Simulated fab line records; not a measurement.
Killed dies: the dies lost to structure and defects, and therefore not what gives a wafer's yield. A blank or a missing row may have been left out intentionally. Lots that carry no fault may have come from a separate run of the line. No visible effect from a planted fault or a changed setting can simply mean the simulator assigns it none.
Which tool did it? + flow sky130 + Sampling: 15 lots, 45 wafers, 3 of 708 route steps

WHAT THE GAUGES SHOWED, per wafer
SKY_METAL2_THK_MEAS_06: measures by xrf. Usual: for METAL2_ALCU_THK the level is 252.1 nm and the standard deviation is 2.9.
| lot  | measured     | on            | METAL2_ALCU_THK (nm) | flag |
|------|--------------|---------------|----------------------|------|
| L245 | day 34 04:59 | film_metro-04 | 254.1 253.3 252.4    |      |
| L246 | day 34 10:47 | film_metro-03 | 247.8 249.7 247.1    |      |
| L247 | day 35 00:23 | film_metro-01 | 251.5 251.1 252.7    |      |
| L250 | day 36 01:14 | film_metro-03 | 252.8 253.6 254.6    |      |
| L251 | day 36 07:34 | film_metro-03 | 251.4 247.7 249.0    |      |
| L252 | day 36 14:34 | film_metro-03 | 258.0 254.0 256.9    |      |
| L258 | day 38 06:03 | film_metro-03 | 251.6 251.9 250.9    |      |
| L259 | day 38 17:08 | film_metro-01 | 249.9 248.8 250.3    |      |
| L260 | day 39 02:08 | film_metro-04 | 254.3 254.0 257.1    |      |
| L261 | day 39 08:22 | film_metro-04 | 252.5 250.8 253.5    |      |
| L262 | day 40 01:41 | film_metro-04 | 254.9 254.7 253.6    |      |
| L263 | day 40 01:47 | film_metro-01 | 253.8 252.1 250.4    |      |
| L265 | day 40 05:51 | film_metro-03 | 247.4 247.3 246.0    |      |
| L267 | day 41 00:49 | film_metro-03 | 254.8 253.8 254.1    |      |
| L268 | day 41 06:44 | film_metro-03 | 251.2 254.4 249.8    |      |

SKY_VIA2_THK_MEAS_23: measures by xrf. Usual: for VIA2_W_THK the level is 428 nm and the standard deviation is 7.4.
| lot  | measured     | on            | VIA2_W_THK (nm) | flag |
|------|--------------|---------------|-----------------|------|
| L245 | day 36 11:53 | film_metro-04 | 427 412 432     |      |
| L246 | day 36 16:17 | film_metro-03 | 430 429 432     |      |
| L247 | day 37 06:38 | film_metro-03 | 431 425 424     |      |
| L250 | day 38 06:23 | film_metro-04 | 429 429 425     |      |
| L251 | day 38 13:39 | film_metro-03 | 432 433 419     |      |
| L252 | day 38 20:02 | film_metro-03 | 437 435 418     |      |
| L258 | day 40 08:41 | film_metro-03 | 427 427 431     |      |
| L259 | day 41 01:31 | film_metro-02 | 429 427 426     |      |
| L260 | day 41 05:41 | film_metro-03 | 441 423 439     |      |
| L261 | day 41 09:47 | film_metro-02 | 426 437 433     |      |
| L262 | day 42 04:22 | film_metro-03 | 419 421 420     |      |
| L263 | day 42 04:14 | film_metro-02 | 422 439 417     |      |
| L265 | day 42 08:37 | film_metro-03 | 421 436 416     |      |
| L267 | day 43 02:02 | film_metro-04 | 425 426 432     |      |
| L268 | day 43 08:09 | film_metro-04 | 429 424 431     |      |

EACH LOT AND THE TOOL THAT RAN IT (in order: tool; ch and the chambers of the sampled wafers; start)
| lot  | SKY_METAL2_SPUTTER_01        |
|------|------------------------------|
| L245 | pvd_sputter-01, day 34 04:45 |
| L246 | pvd_sputter-01, day 34 10:33 |
| L247 | pvd_sputter-02, day 35 00:09 |
| L250 | pvd_sputter-02, day 36 00:59 |
| L251 | pvd_sputter-01, day 36 07:20 |
| L252 | pvd_sputter-02, day 36 14:20 |
| L258 | pvd_sputter-02, day 38 05:48 |
| L259 | pvd_sputter-02, day 38 16:53 |
| L260 | pvd_sputter-01, day 39 01:54 |
| L261 | pvd_sputter-02, day 39 08:08 |
| L262 | pvd_sputter-02, day 40 01:28 |
| L263 | pvd_sputter-01, day 40 01:32 |
| L265 | pvd_sputter-04, day 40 05:35 |
| L267 | pvd_sputter-04, day 41 00:35 |
| L268 | pvd_sputter-02, day 41 06:29 |
- SKY_METAL2_SPUTTER_01: material TiN, target thk 20 nm, time 16.7 s.

WHAT THE TOOLS THEMSELVES READ (means of the sampled wafers that have a number; where no wafer has one, the mark that the record gives instead)
SKY_METAL2_SPUTTER_01. Usual: chamber_pressure_pa 0.3999 Pa, standard deviation 0.00075; throttle_valve_pct 30.2 %, standard deviation 0.95.
| lot  | tool           | chamber_pressure_pa (Pa) | throttle_valve_pct (%) | flag |
|------|----------------|--------------------------|------------------------|------|
| L245 | pvd_sputter-01 | 0.4002                   | 30.5                   |      |
| L246 | pvd_sputter-01 | 0.4002                   | 29.6                   |      |
| L247 | pvd_sputter-02 | 0.3999                   | 30.3                   |      |
| L250 | pvd_sputter-02 | 0.4002                   | 30.7                   |      |
| L251 | pvd_sputter-01 | 0.4003                   | 30.2                   |      |
| L252 | pvd_sputter-02 | 0.4011                   | 30.2                   |      |
| L258 | pvd_sputter-02 | 0.4000                   | 31.1                   |      |
| L259 | pvd_sputter-02 | 0.3997                   | 30.3                   |      |
| L260 | pvd_sputter-01 | 0.3999                   | 30.7                   |      |
| L261 | pvd_sputter-02 | 0.3993                   | 30.4                   |      |
| L262 | pvd_sputter-02 | 0.3996                   | 31.3                   |      |
| L263 | pvd_sputter-01 | 0.4004                   | 30.2                   |      |
| L265 | pvd_sputter-04 | 0.3997                   | 29.5                   |      |
| L267 | pvd_sputter-04 | 0.3994                   | 30.1                   |      |
| L268 | pvd_sputter-02 | 0.3994                   | 29.6                   |      |

THE ANSWER, worked out from the rows above alone
Rule: a lot counts as off when the mean over its wafers that have a number is more than 3 standard deviations away from the usual mean. Also off: a lot with no number at a reading for which 4 or more lots have one. Any other lot the step has rows for is counted as sound. First the gauges in route order, then the tools' own readings, where a lot's mean is used as printed above. At the first step where some lot is off, the reading lying furthest off is the one used; lots without a number count as furthest.
No lot is off at any reading shown: from this, nothing can be told.

WHAT HAD BEEN PUT IN BY THE SIMULATOR
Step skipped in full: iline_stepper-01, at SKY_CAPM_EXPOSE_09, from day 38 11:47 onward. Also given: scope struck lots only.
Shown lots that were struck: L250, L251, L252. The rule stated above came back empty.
